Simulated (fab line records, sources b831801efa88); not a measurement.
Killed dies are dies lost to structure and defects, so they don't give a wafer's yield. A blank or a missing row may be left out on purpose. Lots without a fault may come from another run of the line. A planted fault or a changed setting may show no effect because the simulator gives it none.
A struck lot beside a sound one | flow sky130 | 37 steps out of a route of 708
Sound: wafers L634.2, L634.3, L634.6. Struck: wafers L642.2, L642.3, L642.6. The cause comes at the end.
At each step with rows: each side's tool, then ch and its chambers, then its first start. Under that, the readings that differ: sound wafers | struck wafers | difference of the means | sigmas: that difference in standard deviations of wafers without a fault.
alike: readings whose means differ by less than 2 such deviations, and words and numbers that are the same on both sides. not compared: withheld readings, readings that some wafer has no value for, bounds like >300 that may hide the same value, and numbers for which the record gives no deviation and whose values overlap.
The two part at a step that has a row with sigmas, a row that says differs or no value, or rows on one side only. Numbers that don't overlap but have no deviation are shown without sigmas and don't part them. A reading that every wafer of one side lacks parts them only if that side has two wafers or more.

first, 10 steps without rows for these wafers: SKY_VIA3_ETCH_15 (etches SiO2 in C4F8/O2/Ar, stops on TiN, target depth 507 nm, time 78 s); SKY_VIA3_STRIP_16 (strips in O2/N2); SKY_VIA3_STRIP_17 (strips in post etch residue remover, time 1200 s); SKY_VIA3_CLEAN_18 (cleans in IPA, time 180 s); SKY_VIA3_CLEAN_19 (cleans in O3/DIW); SKY_VIA3_SPUTTER_20 (material TiN, target thk 20 nm, time 80 s); SKY_VIA3_CVD_21 (deposits W, target thk 390 nm, time 117.31 s); SKY_VIA3_CMP_24 (polishes, stops on SiO2, t overpolish 20 s, target thk 0 nm); SKY_METAL4_SPUTTER_00 (material Ti, target thk 15 nm, time 10 s); SKY_METAL4_SPUTTER_01 (material TiN, target thk 20 nm, time 16.7 s).
SKY_METAL4_SPUTTER_02: material AlCu, target thk 735 nm, time 39.1 s.
  sound on pvd_sputter-04, day 41 22:36; struck on pvd_sputter-04, day 44 23:52
  reading                                     | sound             | struck            | difference | sigmas
  model.AlCu_of_METAL4_SPUTTER_02.thk_nm (nm) | 751.5 748.2 748.9 | 826.1 826.8 827.1 | +77.1      |
  alike: throttle_valve_pct
then, 24 steps without rows for these wafers: SKY_METAL4_SPUTTER_03 (material Ti, target thk 5 nm, time 3.3 s); SKY_METAL4_SPUTTER_04 (material TiN, target thk 70 nm, time 58.3 s); SKY_CAP2M_CVD_00 (deposits SiO2, target thk 15.5 nm); SKY_CAP2M_SPUTTER_02 (material TiN, target thk 200 nm, time 166.7 s); SKY_CAP2M_DEHYDRATE_05 (time 60 s); SKY_CAP2M_HMDS_06 (prime time 60 s); SKY_CAP2M_COAT_07 (resist thk 1126 nm); SKY_CAP2M_SOFTBAKE_08 (time 60 s); SKY_CAP2M_EXPOSE_09 (exposes mask CAP2M, target cd 1000 nm); SKY_CAP2M_PEB_10; SKY_CAP2M_DEVELOP_11 (develop time 58.75 s); SKY_CAP2M_METAL_ETCH_13 (etches TiN in Cl2/BCl3, stops on SiO2, target depth 220 nm, time 62.9 s); SKY_CAP2M_STRIP_14 (strips in O2/N2); SKY_CAP2M_STRIP_15 (strips in post etch residue remover, time 1200 s); SKY_CAP2M_CLEAN_16 (cleans in IPA, time 180 s); SKY_CAP2M_CLEAN_17 (cleans in O3/DIW); SKY_METAL4_DEHYDRATE_05 (time 60 s); SKY_METAL4_HMDS_06 (prime time 60 s); SKY_METAL4_COAT_07 (resist thk 60 nm); SKY_METAL4_COAT_08 (resist thk 1140 nm); SKY_METAL4_SOFTBAKE_09 (time 90 s); SKY_METAL4_EXPOSE_10 (exposes mask MM4, target cd 300 nm); SKY_METAL4_PEB_11; SKY_METAL4_DEVELOP_12 (develop time 60 s).
SKY_METAL4_METAL_ETCH_18: etches the open film in Cl2/BCl3, stops on SiO2, target depth 845 nm, time 183.1 s.
  sound on rie_metal-02 ch 0,1, day 43 21:49; struck on rie_metal-04 ch 0, day 46 17:41
  reading                     | sound             | struck            | difference | sigmas
  drypump_motor_current_A (A) | 4.8 5.7 5.7       | 6.1 6.0 6.0       | +0.6       | +2
  oes_product_au (a.u.)       | 0.880 0.869 0.870 | 0.912 0.926 0.916 | +0.045     | +8
  alike: rf_fwd_power_W, throttle_valve_pct
  not compared: rf_hours_counter_h
-- the record jumps here: 3 days lie between the struck wafers' starts before and after (it left off in module METAL4 and takes up again in module PAD_OPEN, whose first step shown is number 708 of the route) --
SKY_PAD_OPEN_PROBE_99:
  sound on prober-02, day 47 16:23; struck on prober-02, day 50 02:20
  reading                      | sound                   | struck                  | difference | sigmas
  model.etest.met4.line_ohm_um | 0.1376 0.1386 0.1408    | 0.13 0.1287 0.1261      | -0.01      |
  model.etest.met4.rs_ohm_sq   | 0.04234 0.04161 0.04203 | 0.03814 0.03798 0.03822 | -0.00388   |
  alike: defect_limited_yield, killed_at_M0_to_M3, killed_at_M4_up, killed_at_contacts, killed_at_front_end, killed_at_other, killed_dies, killed_open, killed_short, sort_bin_3_pad_short, sort_bin_5_function, sort_bin_6_memory, sort_n_pass, sort_yield_pct

WHERE THEY PART
Only at SKY_METAL4_METAL_ETCH_18, within this record. Later steps at which nothing parts them and some readings are alike: SKY_PAD_OPEN_PROBE_99.

WHY: what the simulator had put in
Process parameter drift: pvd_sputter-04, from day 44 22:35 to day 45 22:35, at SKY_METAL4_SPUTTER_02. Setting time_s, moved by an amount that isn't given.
